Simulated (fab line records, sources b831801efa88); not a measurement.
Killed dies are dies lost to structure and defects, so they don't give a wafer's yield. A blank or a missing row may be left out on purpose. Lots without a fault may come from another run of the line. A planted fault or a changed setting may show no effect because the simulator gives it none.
A struck lot beside a sound one | flow sky130 | 16 steps out of a route of 708
Sound: wafers L160.1, L160.3, L160.6. Struck: wafers L167.1, L167.2, L167.5. The cause comes at the end.
At each step with rows: each side's tool, then ch and its chambers, then its first start. Under that, the readings that differ: sound wafers | struck wafers | difference of the means | sigmas: that difference in standard deviations of wafers without a fault.
alike: readings whose means differ by less than 2 such deviations, and words and numbers that are the same on both sides. not compared: withheld readings, readings that some wafer has no value for, bounds like >300 that may hide the same value, and numbers for which the record gives no deviation and whose values overlap.
The two part at a step that has a row with sigmas, a row that says differs or no value, or rows on one side only. Numbers that don't overlap but have no deviation are shown without sigmas and don't part them. A reading that every wafer of one side lacks parts them only if that side has two wafers or more.

first, 2 steps without rows for these wafers: SKY_NWELL_IMPLANT_12; SKY_NWELL_IMPLANT_13.
SKY_NWELL_STRIP_14: strips in O2/N2.
  sound on plasma_asher-01 ch 0,1, day 4 19:55; struck on plasma_asher-02 ch 0,1, day 6 10:19
  alike: drypump_motor_current_A, n2_flow_sccm, oes_product_au, strip_time_to_endpoint_s
  not compared: rf_hours_counter_h
SKY_NWELL_TW_MEAS_15:
  sound on film_metro-02, day 4 20:01; struck on film_metro-01, day 6 10:25
  alike: NWELL_TW
then, 7 steps without rows for these wafers: SKY_NWELL_DEHYDRATE_16 (time 60 s); SKY_NWELL_HMDS_17 (prime time 60 s); SKY_NWELL_COAT_18 (resist thk 3000 nm); SKY_NWELL_SOFTBAKE_19; SKY_NWELL_EXPOSE_20 (exposes mask NWM COMPLEMENT, target cd 840 nm); SKY_NWELL_PEB_21; SKY_NWELL_DEVELOP_22 (develop time 60 s).
SKY_NWELL_OVL_MEAS_23:
  sound on overlay-01, day 5 13:17; struck on overlay-02, day 7 06:09
  alike: NWELL_01_OVL
SKY_NWELL_IMPLANT_24:
  sound on implanter-03 ch 0, day 5 13:19; struck on implanter-03 ch 0, day 7 06:11
  reading            | sound                         | struck                        | difference  | sigmas
  dose_ions_cm2      | 9.176e+12 9.198e+12 9.185e+12 | 1.1085e+13 1.11e+13 1.108e+13 | +1.9020e+12 | +99 or more
  faraday_current_uA | 54.7 50.8 55.0                | 62.4 62.1 61.4                | +8.5        | +8
  alike: beam_on_s
SKY_NWELL_STRIP_25: strips in O2/N2.
  sound on plasma_asher-01 ch 0,1, day 5 13:28; struck on plasma_asher-03 ch 0,1, day 7 06:20
  reading             | sound             | struck            | difference | sigmas
  n2_flow_sccm (sccm) | 299.0 299.8 297.8 | 300.9 300.4 300.8 | +1.8       | +2
  alike: drypump_motor_current_A, oes_product_au, strip_time_to_endpoint_s
  not compared: rf_hours_counter_h
SKY_NWELL_TW_MEAS_26:
  sound on film_metro-04, day 5 13:34; struck on film_metro-01, day 7 06:40
  reading    | sound       | struck      | difference | sigmas
  NWELL_2_TW | 493 493 492 | 541 541 542 | +49        | +6
  not compared: hold
-- the record jumps here: 40 days lie between the struck wafers' starts before and after (it left off in module NWELL and takes up again in module PAD_OPEN, whose first step shown is number 708 of the route) --
SKY_PAD_OPEN_PROBE_99:
  sound on prober-01, day 46 02:35; struck on prober-02, day 47 17:05
  reading                                    | sound                         | struck                        | difference | sigmas
  model.etest.pfet_16v.r_on_ohm_um           | 1.552e+04 1.558e+04 1.545e+04 | 1.409e+04 1.406e+04 1.406e+04 | -1.447e+03 |
  model.etest.res_iso_pwell.rs_ohm_sq        | 3065 3010 3039                | 2991 2970 2987                | -55        |
  model.etest.res_pwell_under_gate.rs_ohm_sq | 2269 2272 2280                | 2006 1995 2015                | -268       |
  model.etest.res_iso_pwell.line_ohm_um      | 1153 1134 1150                | 1128 1111 1127                | -24        |
  model.etest.tip_n_5v.rs_ohm_sq             | 1385 1382 1388                | 1425 1422 1414                | +35        |
  model.etest.res_nwell.width_nm (nm)        | 845.3 844.5 842               | 828.4 833.6 833.2             | -12.2      |
  model.etest.pfet_16v.drive_ua_um           | 240.6 236.8 238.5             | 263 262.5 261.5               | +24        |
  model.etest.field_n.vt_v (V)               | 36.44 36.29 36.38             | 39.26 39.33 39.17             | +2.88      |
  alike: killed_at_M0_to_M3, killed_at_M4_up, killed_at_contacts, killed_at_front_end, killed_at_other, killed_dies, killed_open, killed_short

WHERE THEY PART
First at SKY_NWELL_IMPLANT_24; last, within this record, at SKY_NWELL_TW_MEAS_26. Later steps at which nothing parts them and some readings are alike: SKY_PAD_OPEN_PROBE_99.

WHY: what the simulator had put in
Process parameter drift: implanter-03, from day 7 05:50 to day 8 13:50, at SKY_NWELL_IMPLANT_24. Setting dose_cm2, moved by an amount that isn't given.
